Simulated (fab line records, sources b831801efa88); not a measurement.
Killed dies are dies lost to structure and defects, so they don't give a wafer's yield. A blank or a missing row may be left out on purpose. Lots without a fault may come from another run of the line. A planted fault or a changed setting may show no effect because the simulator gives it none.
A struck lot beside a sound one | flow gf180mcu | 25 steps out of a route of 602
Sound: wafers L227.3, L227.4, L227.5. Struck: wafer L236.6. (L236.4, L236.5 of the same lot were not struck and are left out.) The cause comes at the end.
At each step with rows: each side's tool, then ch and its chambers, then its first start. Under that, the readings that differ: sound wafers | struck wafers | difference of the means | sigmas: that difference in standard deviations of wafers without a fault.
alike: readings whose means differ by less than 2 such deviations, and words and numbers that are the same on both sides. not compared: withheld readings, readings that some wafer has no value for, bounds like >300 that may hide the same value, and numbers for which the record gives no deviation and whose values overlap.
The two part at a step that has a row with sigmas, a row that says differs or no value, or rows on one side only. Numbers that don't overlap but have no deviation are shown without sigmas and don't part them. A reading that every wafer of one side lacks parts them only if that side has two wafers or more.

first, 6 steps without rows for these wafers: GF_TOP_METAL_HMDS_08 (prime time 60 s); GF_TOP_METAL_COAT_09 (resist thk 1500 nm); GF_TOP_METAL_SOFTBAKE_10 (time 60 s); GF_TOP_METAL_EXPOSE_11 (exposes mask MetalTop, target cd 440 nm); GF_TOP_METAL_PEB_12; GF_TOP_METAL_DEVELOP_13 (develop time 60 s).
GF_TOP_METAL_CD_MEAS_14: target cd 440 nm.
  sound on cd_sem-01, day 29 22:23; struck on cd_sem-01, day 32 10:23
  reading    | sound             | struck | difference | sigmas
  cd_nm (nm) | 436.7 439.0 438.1 | 444.6  | +6.7       | +3
GF_TOP_METAL_OVL_MEAS_15:
  sound on overlay-02, day 29 22:29; struck on overlay-01, day 32 10:28
  alike: TOP_METAL_OVL
GF_TOP_METAL_METAL_ETCH_16: etches the open film in Cl2/BCl3, stops on SiO2, target depth 1077.5 nm, time 179.6 s.
  sound on rie_metal-01 ch 0,1, day 29 22:34; struck on rie_metal-04 ch 0, day 32 10:33
  alike: drypump_motor_current_A, oes_product_au, throttle_valve_pct
  not compared: rf_hours_counter_h
GF_TOP_METAL_STRIP_17: strips in O2/N2.
  sound on plasma_asher-04 ch 0,1, day 29 22:43; struck on plasma_asher-04 ch 0, day 32 10:42
  alike: drypump_motor_current_A, heater_power_w, oes_product_au, strip_time_to_endpoint_s
  not compared: rf_hours_counter_h
then, 2 steps without rows for these wafers: GF_TOP_METAL_STRIP_18 (strips in post etch residue remover, time 1200 s); GF_TOP_METAL_CLEAN_19 (cleans in DIW).
GF_PASSIVATION_CVD_00: deposits SiO2 from TEOS, target thk 1000 nm, time 111.95 s.
  sound on pecvd-01 ch 0,1, day 29 23:33; struck on pecvd-01 ch 1, day 32 11:14
  reading                                      | sound          | struck | difference | sigmas
  model.SiO2_of_PASSIVATION_CVD_00.thk_nm (nm) | 1015 1009 1021 | 669.5  | -345.5     |
  alike: heater_power_w
GF_PASSIVATION_THK_MEAS_01:
  sound on film_metro-04, day 29 23:39; struck on film_metro-03, day 32 11:32
  reading                     | sound          | struck | difference | sigmas
  PASSIVATION_CVD_00_THK (nm) | 1015 1010 1021 | 670    | -345       | -23
  not compared: hold
GF_PASSIVATION_CVD_02: deposits Si3N4, target thk 700 nm, time 486.18 s.
  sound on pecvd-02 ch 0,1, day 29 23:41; struck on pecvd-02 ch 0, day 32 13:34
  reading | sound | struck                   | difference                   | sigmas
  hold    | - - - | await_dispo/1.9h/release | no value on the sound wafers |
  alike: heater_power_w
GF_PASSIVATION_THK_MEAS_03:
  sound on film_metro-04, day 30 00:00; struck on film_metro-01, day 32 13:44
  alike: PASSIVATION_CVD_02_THK
then, 7 steps without rows for these wafers: GF_PASSIVATION_DEHYDRATE_04 (time 60 s); GF_PASSIVATION_HMDS_05 (prime time 60 s); GF_PASSIVATION_COAT_06 (resist thk 4000 nm); GF_PASSIVATION_SOFTBAKE_07; GF_PASSIVATION_EXPOSE_08 (exposes mask Pad, target cd 40000 nm); GF_PASSIVATION_PEB_09; GF_PASSIVATION_DEVELOP_10 (develop time 60 s).
GF_PASSIVATION_ETCH_11: etches the open film in CF4/O2, stops on TiN, target depth 1800 nm, time 400 s.
  sound on rie_diel-03 ch 2,3, day 30 16:38; struck on rie_diel-02 ch 0, day 33 03:51
  reading                                 | sound             | struck | difference | sigmas
  oes_product_au (a.u.)                   | 0.964 0.974 0.970 | 0.848  | -0.121     | -15
  throttle_valve_pct (%)                  | 5.966 5.954 5.956 | 5.910  | -0.049     | -5
  model.PASSIVATION.feature_depth_nm (nm) | 1704 1725 1726    | 1386   | -332       |
  model.etch.depth_nm (nm)                | 1704 1725 1726    | 1386   | -332       |
  alike: drypump_motor_current_A
  not compared: rf_hours_counter_h
GF_PASSIVATION_STRIP_12: strips in O2/N2.
  sound on plasma_asher-01 ch 0,1, day 30 16:55; struck on plasma_asher-03 ch 1, day 33 04:08
  reading                      | sound             | struck | difference | sigmas
  heater_power_w (W)           | 344 344 344       | 290    | -54        | -2
  strip_time_to_endpoint_s (s) | 35.01 35.17 35.27 | 34.73  | -0.42      | -2
  alike: drypump_motor_current_A, oes_product_au
  not compared: rf_hours_counter_h

WHERE THEY PART
First at GF_TOP_METAL_CD_MEAS_14; last, within this record, at GF_PASSIVATION_STRIP_12.

WHY: what the simulator had put in
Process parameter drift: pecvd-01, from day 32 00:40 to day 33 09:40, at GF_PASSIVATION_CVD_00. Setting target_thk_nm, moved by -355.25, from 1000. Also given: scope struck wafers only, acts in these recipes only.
